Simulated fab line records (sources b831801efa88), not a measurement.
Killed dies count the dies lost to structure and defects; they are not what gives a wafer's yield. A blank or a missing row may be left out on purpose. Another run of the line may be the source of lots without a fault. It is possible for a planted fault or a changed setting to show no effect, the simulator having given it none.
Which tool was responsible? | flow sky130 | 14 lots with 42 wafers sampled at 4 steps, on a route of 708 steps

## WHAT THE GAUGES READ, wafer by wafer
Not one reading of a measure or inspect step in the record can be checked against a usual standard deviation.

## EACH LOT AND THE TOOL THAT RAN IT (in order: tool; ch and the chambers of the sampled wafers; start)
lot  | SKY_VIA1_STRIP_16                    | SKY_VIA1_CMP_24               | SKY_METAL2_DESCUM_17              | SKY_METAL5_DEVELOP_13
L236 | plasma asher-01 ch 0, day 34 22:55   | cmp-01 ch 0,2, day 34 23:54   | rie metal-04 ch 0,1, day 36 02:31 | litho track-04 ch 0, day 44 18:36
L238 | plasma asher-02 ch 0,1, day 35 06:13 | cmp-02 ch 0,2,3, day 35 07:09 | rie metal-04 ch 0,1, day 36 10:41 | litho track-02 ch 0, day 44 23:14
L239 | plasma asher-02 ch 0,1, day 35 11:29 | cmp-01 ch 0,1, day 35 12:49   | rie metal-03 ch 0,1, day 36 15:52 | litho track-02, day 45 06:19
L240 | plasma asher-01 ch 0,1, day 35 22:43 | cmp-01 ch 1,2,3, day 35 23:49 | rie metal-03 ch 0,1, day 37 02:23 | litho track-04, day 45 12:00
L242 | plasma asher-02 ch 0,1, day 36 11:07 | cmp-01 ch 1,2, day 36 12:19   | rie metal-04 ch 1, day 37 14:37   | litho track-02 ch 0, day 46 01:35
L248 | plasma asher-02 ch 0,1, day 38 01:10 | cmp-02 ch 1,2,3, day 38 02:16 | rie metal-03 ch 0,1, day 39 04:16 | litho track-03 ch 0, day 47 07:17
L249 | plasma asher-02 ch 0,1, day 38 13:24 | cmp-02 ch 0,2,3, day 38 14:22 | rie metal-04 ch 0,1, day 39 15:46 | litho track-04 ch 0, day 47 16:11
L250 | plasma asher-01 ch 1, day 38 17:54   | cmp-02 ch 0,1, day 38 18:50   | rie metal-01 ch 0,1, day 39 20:55 | litho track-02 ch 0, day 47 21:26
L251 | plasma asher-01 ch 0,1, day 39 00:24 | cmp-02 ch 0,1,3, day 39 01:41 | rie metal-01 ch 0,1, day 40 03:20 | litho track-02 ch 0, day 48 02:52
L252 | plasma asher-01 ch 0,1, day 39 05:58 | cmp-01 ch 0,3, day 39 06:59   | rie metal-03 ch 0,1, day 40 08:34 | litho track-04 ch 0, day 48 07:57
L254 | plasma asher-01 ch 0,1, day 39 22:23 | cmp-01 ch 1,2,3, day 39 23:22 | rie metal-04 ch 0,1, day 41 01:01 | litho track-04 ch 0, day 48 18:17
L255 | plasma asher-01 ch 0,1, day 40 05:32 | cmp-01 ch 0,2,3, day 40 06:33 | rie metal-01 ch 0,1, day 41 07:07 | litho track-03 ch 0, day 48 22:10
L256 | plasma asher-01 ch 0,1, day 40 16:56 | cmp-01 ch 1,2, day 40 17:59   | rie metal-04 ch 0,1, day 41 19:11 | litho track-03 ch 0, day 49 09:05
L257 | plasma asher-04 ch 0,1, day 40 19:38 | cmp-02 ch 0,1,3, day 40 20:40 | rie metal-04 ch 0,1, day 41 21:53 | litho track-04 ch 0, day 49 10:17
- SKY_VIA1_STRIP_16: strips in O2/N2.
- SKY_VIA1_CMP_24: polishes, stops on SiO2, t overpolish 15 s, target thk 0 nm.
- SKY_METAL2_DESCUM_17: chemistry O2, time 8 s.
- SKY_METAL5_DEVELOP_13: develop time 60 s.

## AS READ BY THE TOOLS THEMSELVES (means over the sampled wafers that have a number; for cases with no such wafer, the mark the record gives instead)
SKY_VIA1_STRIP_16.
lot  | tool            | drypump motor current A (A) | oes product au (a.u.) | strip time to endpoint s (s)
L236 | plasma asher-01 | 5.2                         | 0.419                 | 4.463
L238 | plasma asher-02 | 5.8                         | 0.417                 | 4.447
L239 | plasma asher-02 | 6.0                         | 0.418                 | 4.507
L240 | plasma asher-01 | 5.5                         | 0.413                 | 4.499
L242 | plasma asher-02 | 5.8                         | 0.412                 | 4.494
L248 | plasma asher-02 | 5.8                         | 0.415                 | 4.470
L249 | plasma asher-02 | 6.0                         | 0.415                 | 4.477
L250 | plasma asher-01 | 5.7                         | 0.423                 | 4.467
L251 | plasma asher-01 | 5.4                         | 0.421                 | 4.490
L252 | plasma asher-01 | 5.5                         | 0.417                 | 4.456
L254 | plasma asher-01 | 5.3                         | 0.420                 | 4.493
L255 | plasma asher-01 | 5.3                         | 0.418                 | 4.493
L256 | plasma asher-01 | 5.5                         | 0.418                 | 4.458
L257 | plasma asher-04 | 5.6                         | 0.416                 | 4.502

SKY_VIA1_CMP_24.
lot  | tool   | motor current A (A) | overpolish run s (s) | time to endpoint s (s)
L236 | cmp-01 | 11.8                | 15.010               | 74
L238 | cmp-02 | 10.7                | 15.003               | 69
L239 | cmp-01 | 12.0                | 15.005               | 68
L240 | cmp-01 | 12.0                | 15.000               | 66
L242 | cmp-01 | 11.2                | 14.996               | 67
L248 | cmp-02 | 10.1                | 15.003               | 71
L249 | cmp-02 | 10.5                | 14.996               | 73
L250 | cmp-02 | 11.6                | 14.990               | 64
L251 | cmp-02 | 10.8                | 14.999               | 68
L252 | cmp-01 | 12.2                | 14.994               | 67
L254 | cmp-01 | 11.8                | 15.000               | 68
L255 | cmp-01 | 11.8                | 15.004               | 70
L256 | cmp-01 | 11.9                | 15.000               | 70
L257 | cmp-02 | 10.9                | 14.999               | 70

SKY_METAL2_DESCUM_17.
lot  | tool         | drypump motor current A (A) | he backside leak sccm (sccm) | oes product au (a.u.)
L236 | rie metal-04 | 6.2                         | 3.56                         | 0.988
L238 | rie metal-04 | 5.9                         | 3.51                         | 0.999
L239 | rie metal-03 | 5.9                         | 3.36                         | 1.009
L240 | rie metal-03 | 5.7                         | 3.54                         | 1.002
L242 | rie metal-04 | 5.7                         | 3.30                         | 0.994
L248 | rie metal-03 | 5.7                         | 3.48                         | 1.001
L249 | rie metal-04 | 6.2                         | 3.56                         | 0.995
L250 | rie metal-01 | 5.5                         | 3.12                         | 1.005
L251 | rie metal-01 | 5.4                         | 3.21                         | 0.998
L252 | rie metal-03 | 5.9                         | 3.42                         | 1.009
L254 | rie metal-04 | 5.9                         | 3.34                         | 1.001
L255 | rie metal-01 | 5.4                         | 3.23                         | 0.994
L256 | rie metal-04 | 6.2                         | 3.47                         | 0.990
L257 | rie metal-04 | 6.2                         | 3.43                         | 0.998

SKY_METAL5_DEVELOP_13.
lot  | tool           | chill plate temp C (C)
L236 | litho track-04 | 22.99
L238 | litho track-02 | 22.94
L239 | litho track-02 | -
L240 | litho track-04 | -
L242 | litho track-02 | 23.08
L248 | litho track-03 | 23.11
L249 | litho track-04 | 22.88
L250 | litho track-02 | 22.98
L251 | litho track-02 | 23.01
L252 | litho track-04 | 22.91
L254 | litho track-04 | 22.96
L255 | litho track-03 | 22.96
L256 | litho track-03 | 22.91
L257 | litho track-04 | 23.09

## THE ANSWER, worked out from the rows above alone
Rule: the lots themselves supply what counts as usual. Put in order of their means at a reading, lots are off if they are a third of the lots or fewer, leave a main group of 4 or more, and stand apart from it by a gap of 3 or more times the standard deviation of the main group's means; of several such gaps the widest counts. If all means in a main group match to the digits the tables above print for the reading, that group is not used. Also off: a lot with no number at a reading for which 4 or more lots have one. All remaining lots with rows at the step are treated as sound. The gauges are gone through in route order, then the tools' own readings, and for those a lot's mean is taken as printed above. The first step at which some lot is off is used, and at that step the reading that is off furthest; a lot without a number counts as furthest.
Off, at SKY_METAL5_DEVELOP_13 on chill plate temp C: L239, L240. Without a number there: L239, L240. For the main group the mean is 22.98 C and the standard deviation 0.072.
A tool fits if, at that step or a process step before it, it ran every lot that is off, and no sound lot after the first of them. Not one of the candidates tried fits.

## WHAT THE SIMULATOR HAD PUT IN
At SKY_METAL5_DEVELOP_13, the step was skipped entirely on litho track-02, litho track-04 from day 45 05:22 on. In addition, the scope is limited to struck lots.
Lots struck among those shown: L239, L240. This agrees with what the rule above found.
